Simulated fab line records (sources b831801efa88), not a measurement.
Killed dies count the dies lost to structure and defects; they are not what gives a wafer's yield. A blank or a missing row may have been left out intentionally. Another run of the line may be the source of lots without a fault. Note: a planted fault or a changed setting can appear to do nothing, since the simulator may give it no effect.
fab line records | flow sky130
record lots=11 wafers=33 last-day=50
route steps=708 shown METAL3@568 VIA3@586 METAL4@599
lots that met no fault: from a run of the same line without faults
start-h: the number of hours between the record's first day and the start of the first shown wafer of the lot | wait-h: hours from the lot's prior step to this one | " unchanged from the row above | L1.1+2: a row that stands for several wafers | - value missing, or start not given | * or withheld: withheld | < > ~ a bound
route shown NAME@n: NAME is a module with steps in the file, n the number in the route of the first one | usual: mean/standard deviation of fault-free wafers | same: alike in all rows | chamber/n: place in a boat | sites: each site's reading | _std_site: how widely they spread, as a standard deviation | _edge_site: inner sites' mean taken away from outer sites' mean | radius-mm: how far each site lies from the wafer's centre | mask NAME#n: copy n | behind: tool/chamber where the wafer was last shaped | hold: what put the lot on hold/how long, in hours/how the hold closed | device: whichever transistor did not switch (one of n, p or np) | end of line: tests run on the same wafers once the route is complete | where a step has no rows: the recipe by itself | killed: dies lost to structure and defects at the first sort, not the wafer's yield | map: a wafer's dies, marking killed ones x, the rest . and places with no die _
set.NAME: the setting as run; set.NAME@STEP: as run at that earlier step | model.NAME: the simulator's own value behind a step, which no gauge read
the route's steps for a sample of lots (tables are steps, rows are wafers)
services: the hour from which a tool's chamber was out of use, counted from the record's first day as start-h (under 0 if before that day), plus the number of hours and why
## steps
# step SKY_METAL3_METAL_ETCH_18
# recipe target-depth-a=8450 stop-on=SiO2 over-etch-frac=0.3 time-s=183.1 chemistry=Cl2/BCl3 resist-sidewall-deg=88 pressure-mtorr=10 icp-w=900 bias-w=48.5 Cl2_flow_sccm=60 bcl3-flow-sccm=30
# usual drypump-motor-current-A=5.65/0.18 oes-product-au=0.846/0.0058 throttle-valve-pct=22.265/0.0092
# columns lot.wafer tool chamber start-h wait-h drypump-motor-current-A oes-product-au rf-hours-counter-h throttle-valve-pct
L152.1 rie-metal-04 1 920.87 0.0 5.35 0.856 3 22.269
L152.3 " 0 " " 5.29 0.845 - 22.269
L152.5 " 0 " " 5.29 0.850 - 22.257
L153.2 rie-metal-03 1 926.97 0.0 5.83 0.842 18 22.267
L153.4 " 1 " " 5.84 0.850 - 22.253
L153.5 " 1 " " 5.85 0.844 - 22.251
L154.1 rie-metal-03 0 934.27 0.0 5.67 0.848 1 22.254
L154.3 " 0 " " 5.71 0.849 - 22.272
L154.4 " 1 " " 5.81 0.841 - 22.252
L156.3 rie-metal-03 0 957.24 0.1 5.64 0.860 - 22.259
L156.5 " 1 " " 5.80 0.847 - 22.259
L156.6 " 0 " " 5.63 0.850 - 22.259
L157.1 rie-metal-02 0 959.34 0.0 5.72 0.842 10 22.253
L157.4 " 1 " " 5.77 0.847 - 22.264
L157.5 " 1 " " 5.81 0.842 - 22.267
L159.3 rie-metal-04 0 972.80 0.1 5.30 0.860 - 22.279
L159.4 " 1 " " 5.39 0.846 - 22.273
L159.6 " 1 " " 5.38 0.843 - 22.279
L163.1 rie-metal-02 1 1001.12 0.0 5.74 0.847 7 22.252
L163.3 " 1 " " 5.77 0.854 - 22.261
L163.6 " 1 " " 5.75 0.844 - 22.255
L165.1 rie-metal-03 1 1007.47 0.0 5.83 0.845 4 22.275
L165.2 " 0 " " 5.67 0.842 6 22.283
L165.5 " 1 " " 5.83 0.842 - 22.257
L169.1 rie-metal-04 0 1043.07 0.0 5.27 0.849 6 22.264
L169.5 " 1 " " 5.36 0.848 - 22.265
L169.6 " 0 " " 5.30 0.848 - 22.274
L171.2 rie-metal-02 1 1046.64 0.0 5.75 0.843 10 22.268
L171.3 " 0 " " 5.71 0.833 - 22.270
L171.4 " 1 " " 5.73 0.845 - 22.260
L172.3 rie-metal-04 0 1052.70 0.1 5.30 0.848 - 22.255
L172.4 " 1 " " 5.37 0.843 - 22.265
L172.5 " 0 " " 5.29 0.846 - 22.264
# step SKY_VIA3_OVL_MEAS_13
# usual VIA3_OVL=1/6.3
# columns lot.wafer tool chamber start-h wait-h VIA3_OVL[nm]
L152.1 overlay-01 - 946.79 0.1 7
L152.3 " - " " 0
L152.5 " - " " 0
L153.2 overlay-01 - 952.84 0.1 4
L153.4 " - " " -5
L153.5 " - " " 5
L154.1 overlay-01 - 960.29 0.1 12
L154.3 " - " " 6
L154.4 " - " " -1
L156.3 overlay-02 - 982.72 0.1 -1
L156.5 " - " " 0
L156.6 " - " " -3
L157.1 overlay-01 - 984.56 0.1 5
L157.4 " - " " -2
L157.5 " - " " 4
L159.3 overlay-01 - 997.30 0.1 6
L159.4 " - " " 11
L159.6 " - " " 11
L163.1 overlay-01 - 1025.11 0.1 2
L163.3 " - " " -2
L163.6 " - " " 2
L165.1 overlay-01 - 1031.64 0.1 7
L165.2 " - " " 9
L165.5 " - " " -4
L169.1 overlay-01 - 1066.24 0.1 7
L169.5 " - " " -12
L169.6 " - " " -1
L171.2 overlay-01 - 1069.31 0.1 -3
L171.3 " - " " 2
L171.4 " - " " -8
L172.3 overlay-01 - 1074.82 0.1 -11
L172.4 " - " " -7
L172.5 " - " " -3
# step SKY_METAL4_SPUTTER_01
# recipe material=TiN target-thk-nm=20 power-w=6500 time-s=16.7 chamber-pressure-pa=0.4
# usual chamber-pressure-pa=0.4001/0.00084 throttle-valve-pct=30.1/1.4
# columns lot.wafer tool chamber start-h wait-h chamber-pressure-pa throttle-valve-pct
L152.1 pvd-sputter-04 - 948.60 0.0 0.4001 27.9
L152.3 " - " " 0.4006 31.7
L152.5 " - " " 0.4001 27.7
L153.2 pvd-sputter-01 - 954.29 0.0 0.3990 31.9
L153.4 " - " " 0.3997 32.4
L153.5 " - " " 0.4000 32.6
L154.1 pvd-sputter-04 - 961.70 0.0 0.3992 27.7
L154.3 " - " " 0.3999 31.3
L154.4 " - " " 0.4012 30.3
L156.3 pvd-sputter-04 - 984.19 0.0 0.4013 31.1
L156.5 " - " " 0.4009 31.3
L156.6 " - " " 0.4004 27.7
L157.1 pvd-sputter-03 - 986.10 0.0 0.3999 29.5
L157.4 " - " " 0.3986 30.1
L157.5 " - " " 0.4006 29.1
L159.3 pvd-sputter-03 - 998.72 0.0 0.4002 28.8
L159.4 " - " " 0.3986 30.1
L159.6 " - " " 0.4004 29.6
L163.1 pvd-sputter-01 - 1026.52 0.0 0.4008 32.3
L163.3 " - " " 0.4004 32.0
L163.6 " - " " 0.3999 29.9
L165.1 pvd-sputter-03 - 1033.09 0.0 0.4010 30.2
L165.2 " - " " 0.3994 29.7
L165.5 " - " " 0.4004 28.6
L169.1 pvd-sputter-04 - 1067.70 0.0 0.4002 31.5
L169.5 " - " " 0.4006 31.6
L169.6 " - " " 0.3996 27.6
L171.2 pvd-sputter-04 - 1070.77 0.0 0.3998 30.2
L171.3 " - " " 0.4006 31.7
L171.4 " - " " 0.3995 31.4
L172.3 pvd-sputter-04 - 1076.23 0.0 0.3992 31.3
L172.4 " - " " 0.4008 31.0
L172.5 " - " " 0.4009 30.0
# step SKY_METAL4_STRIP_19
# recipe chemistry=O2/N2 power-w=1400 pressure-mtorr=1500 platen-temp-c=withheld o2-flow-sccm=3000 n2-flow-sccm=300 overash-fraction=0.5
# usual drypump-motor-current-A=5.9/0.4 oes-product-au=0.503/0.006 overash-fraction=0.5/0 strip-time-to-endpoint-s=6.56/0.087
# columns lot.wafer tool chamber start-h wait-h drypump-motor-current-A oes-product-au overash-fraction rf-hours-counter-h strip-time-to-endpoint-s
L152.1 plasma-asher-01 1 997.21 0.1 6.1 0.494 0.5 83 6.42
L152.3 " 1 " " 6.1 0.511 0.5 - 6.66
L152.5 " 0 " " 5.7 0.496 0.5 - 6.47
L153.2 plasma-asher-01 0 1004.24 0.1 5.8 0.507 0.5 84 6.61
L153.4 " 1 " " 6.1 0.503 0.5 - 6.60
L153.5 " 1 " " 6.1 0.496 0.5 - 6.40
L154.1 plasma-asher-01 0 1009.71 0.1 5.8 0.500 0.5 84 6.63
L154.3 " 1 " " 6.1 0.510 0.5 - 6.56
L154.4 " 0 " " 5.8 0.505 0.5 - 6.63
L156.3 plasma-asher-03 0 1032.00 0.1 5.2 0.504 0.5 - 6.65
L156.5 " 0 " " 5.2 0.506 0.5 - 6.59
L156.6 " 1 " " 5.7 0.513 0.5 - 6.62
L157.1 plasma-asher-01 0 1034.56 0.1 5.7 0.493 0.5 87 6.59
L157.4 " 0 " " 5.7 0.510 0.5 - 6.65
L157.5 " 1 " " 6.1 0.506 0.5 - 6.67
L159.3 plasma-asher-01 1 1046.25 0.1 6.1 0.503 0.3 - 6.50
L159.4 " 0 " " 5.8 0.500 0.3 - 6.49
L159.6 " 1 " " 6.1 0.496 0.3 - 6.44
L163.1 plasma-asher-01 1 1072.22 0.1 6.1 0.513 0.3 91 6.51
L163.3 " 1 " " 6.1 0.511 0.3 - 6.55
L163.6 " 0 " " 5.7 0.494 0.3 - 6.45
L165.1 plasma-asher-02 1 1078.46 0.1 6.5 0.504 0.5 35 6.49
L165.2 " 0 " " 6.2 0.501 0.5 35 6.61
L165.5 " 0 " " 6.2 0.497 0.5 - 6.54
L169.1 plasma-asher-03 1 1110.93 0.1 5.7 0.503 0.5 66 6.44
L169.5 " 0 " " 5.2 0.500 0.5 - 6.59
L169.6 " 1 " " 5.7 0.493 0.5 - 6.51
L171.2 plasma-asher-02 1 1113.60 0.2 6.5 0.510 0.5 38 6.70
L171.3 " 0 " " 6.3 0.515 0.5 - 6.75
L171.4 " 1 " " 6.5 0.507 0.5 - 6.69
L172.3 plasma-asher-03 0 1117.48 0.2 5.2 0.508 0.5 - 6.69
L172.4 " 1 " " 5.7 0.514 0.5 - 6.72
L172.5 " 1 " " 5.7 0.501 0.5 - 6.66
## services
# columns tool chamber start-h hours kind
plasma-asher-01 - 901.95 2.3 repair
rie-metal-03 0 910.29 - clean
rie-metal-03 0 910.29 10.7 scheduled-down
rie-metal-03 0 910.29 10.7 vent-cycle
rie-metal-03 1 934.88 - clean
rie-metal-03 1 934.88 16.6 scheduled-down
rie-metal-03 1 934.88 16.6 vent-cycle
rie-metal-03 - 990.32 4.3 pm
pvd-sputter-03 - 997.14 1.0 repair
rie-metal-04 - 1003.10 14.6 pm
plasma-asher-03 - 1003.20 2.1 repair
pvd-sputter-01 - 1003.49 7.4 repair
pvd-sputter-01 - 1011.39 7.3 repair
rie-metal-04 - 1019.08 6.4 repair
rie-metal-04 1 1032.74 3.1 repair
plasma-asher-01 - 1054.37 3.6 repair
rie-metal-04 - 1075.04 2.8 pm
rie-metal-02 0 1078.69 11.9 repair
rie-metal-04 1 1086.66 51.4 repair
rie-metal-02 1 1094.67 2.1 repair
plasma-asher-01 - 1095.92 1.5 repair
## key
first-sign step=SKY_METAL4_STRIP_19 reading=overash-fraction direction=down sigmas=99+ usual=0.5 struck=0.3
effect none on later readings
met-at SKY_METAL4_STRIP_19
struck-lots L159,L163
not-acting-at SKY_METAL3_METAL_ETCH_18,SKY_VIA3_OVL_MEAS_13,SKY_METAL4_SPUTTER_01
onset-between 1034.56 1046.25
fault kind=process-parameter-drift tool=plasma-asher-01 chamber=- onset-h=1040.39 steps=SKY_METAL4_STRIP_19 channel=overash-fraction offset=-0.2 shape=step end-h=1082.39 acts-in=these-recipes-only stated=0.5
